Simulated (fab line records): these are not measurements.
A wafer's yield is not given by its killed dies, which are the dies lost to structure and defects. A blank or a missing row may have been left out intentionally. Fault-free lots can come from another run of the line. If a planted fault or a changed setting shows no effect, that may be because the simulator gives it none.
Which tool was responsible?    flow sfq-line    Sampling: 14 lots, 42 wafers, 2 of 325 route steps

WHAT THE GAUGES READ, wafer by wafer
Not one reading of a measure or inspect step in the record can be checked against a usual standard deviation.

WHAT TOOL EACH LOT RAN ON (gives the tool, then ch and the chambers of the sampled wafers, and finally the start)
lot   SFQ_TRILAYER_A5C_DEP_PECVD_142   SFQ_TRILAYER_C5_ETCH_VIA_ETCH_154
L787  pecvd-02 ch 0,1,2, day 62 15:56  rie-diel-04 ch 0,2,3, day 67 22:28
L788  pecvd-04 ch 1,2, day 63 01:32    rie-diel-01 ch 1,2, day 68 02:17
L790  pecvd-02 ch 0,1,2, day 65 10:47  rie-diel-01 ch 0,2,3, day 74 14:14
L792  pecvd-04 ch 0,2, day 65 19:25    rie-diel-02 ch 0,2,3, day 74 20:14
L795  pecvd-02 ch 1,2, day 66 14:56    rie-diel-02 ch 0,3, day 75 10:38
L797  pecvd-02 ch 0,1, day 67 00:22    rie-diel-01 ch 1,2,3, day 75 14:14
L798  pecvd-01 ch 0,1, day 67 01:34    rie-diel-02 ch 0,2, day 75 16:38
L799  pecvd-01 ch 0,1, day 67 17:32    rie-diel-02 ch 0,2,3, day 75 22:38
L802  pecvd-01 ch 0,2, day 67 22:20    rie-diel-01 ch 0,1, day 76 08:14
L805  pecvd-01 ch 0,1,2, day 71 18:18  rie-diel-02 ch 1,2,3, day 78 13:08
L806  pecvd-02 ch 1,2, day 71 20:41    rie-diel-01 ch 0,2,3, day 78 14:20
L807  pecvd-04 ch 0,1,2, day 71 21:53  rie-diel-04 ch 0,1,2, day 78 15:32
L808  pecvd-01 ch 0,1,2, day 71 23:05  rie-diel-02 ch 1,2,3, day 78 16:44
L809  pecvd-02 ch 0,1,2, day 72 01:29  rie-diel-01 ch 0,2,3, day 78 17:56
- SFQ_TRILAYER_A5C_DEP_PECVD_142: deposits SiO2 from SiH4/N2O, time 15.556 s, target thk 70 nm.
- SFQ_TRILAYER_C5_ETCH_VIA_ETCH_154: etches SiO2 in CHF3, stops on Nb, target depth 84 nm.

AS READ BY THE TOOLS THEMSELVES (means over the sampled wafers that have a number; for cases with no such wafer, the mark the record gives instead)
SFQ_TRILAYER_A5C_DEP_PECVD_142. Usual: heater-power-w 83 W, standard deviation 13; rf-fwd-power-W 180.2 W, standard deviation 0.82; showerhead-vpp-V 844 V, standard deviation 46; throttle-valve-pct 24.5 %, standard deviation 1.4.
lot   tool      heater-power-w (W)  rf-fwd-power-W (W)  showerhead-vpp-V (V)  throttle-valve-pct (%)  flag
L787  pecvd-02  81                  179.3               830                   26.1                    
L788  pecvd-04  76                  181.6               888                   25.8                    
L790  pecvd-02  83                  180.4               834                   26.0                    
L792  pecvd-04  76                  180.5               906                   25.9                    
L795  pecvd-02  65                  180.8               822                   25.4                    
L797  pecvd-02  94                  179.9               841                   26.7                    
L798  pecvd-01  90                  179.8               796                   23.4                    
L799  pecvd-01  92                  179.9               798                   23.4                    
L802  pecvd-01  85                  180.4               842                   23.6                    
L805  pecvd-01  87                  179.4               819                   23.6                    
L806  pecvd-02  72                  180.4               796                   22.8                    
L807  pecvd-04  80                  180.7               896                   25.3                    
L808  pecvd-01  84                  180.1               829                   23.6                    
L809  pecvd-02  88                  179.5               832                   23.1                    

SFQ_TRILAYER_C5_ETCH_VIA_ETCH_154. Usual: chamber-pressure-mTorr 30.002 mTorr, standard deviation 0.025; drypump-motor-current-A 5.9 A, standard deviation 0.42; oes-product-au 0.895 a.u., standard deviation 0.008; rf-fwd-power-W 495.3 W, standard deviation 1.9.
lot   tool         chamber-pressure-mTorr (mTorr)  drypump-motor-current-A (A)  oes-product-au (a.u.)  rf-fwd-power-W (W)  flag
L787  rie-diel-04  30.007                          5.9                          0.899                  496.8               
L788  rie-diel-01  30.032                          5.8                          0.893                  495.4               
L790  rie-diel-01  29.991                          5.8                          0.898                  494.2               
L792  rie-diel-02  30.009                          6.0                          0.900                  495.4               
L795  rie-diel-02  30.007                          6.2                          0.900                  493.2               
L797  rie-diel-01  29.997                          6.0                          0.913                  494.7               
L798  rie-diel-02  30.007                          6.0                          0.881                  493.4               
L799  rie-diel-02  30.004                          6.0                          0.885                  495.8               
L802  rie-diel-01  29.983                          6.1                          0.894                  498.3               
L805  rie-diel-02  30.010                          5.9                          0.897                  495.3               
L806  rie-diel-01  29.987                          5.8                          0.895                  494.1               
L807  rie-diel-04  29.995                          5.6                          0.896                  493.8               
L808  rie-diel-02  29.983                          5.8                          0.895                  497.0               
L809  rie-diel-01  30.007                          5.8                          0.893                  495.0               

THE ANSWER, worked out from the rows above alone
Rule: a lot is off if the mean of its wafers that have a number lies more than 3 standard deviations from the usual mean. Also off: a lot with no number at a reading for which 4 or more lots have one. The other lots that the step has rows for count as sound. First the gauges in route order, then the tools' own readings, where a lot's mean is used as printed above. The first step at which some lot is off is used, and at that step the reading that is off furthest; a lot without a number counts as furthest.
None of the lots is off at any reading shown; this tells nothing.

WHAT HAD BEEN PUT IN BY THE SIMULATOR
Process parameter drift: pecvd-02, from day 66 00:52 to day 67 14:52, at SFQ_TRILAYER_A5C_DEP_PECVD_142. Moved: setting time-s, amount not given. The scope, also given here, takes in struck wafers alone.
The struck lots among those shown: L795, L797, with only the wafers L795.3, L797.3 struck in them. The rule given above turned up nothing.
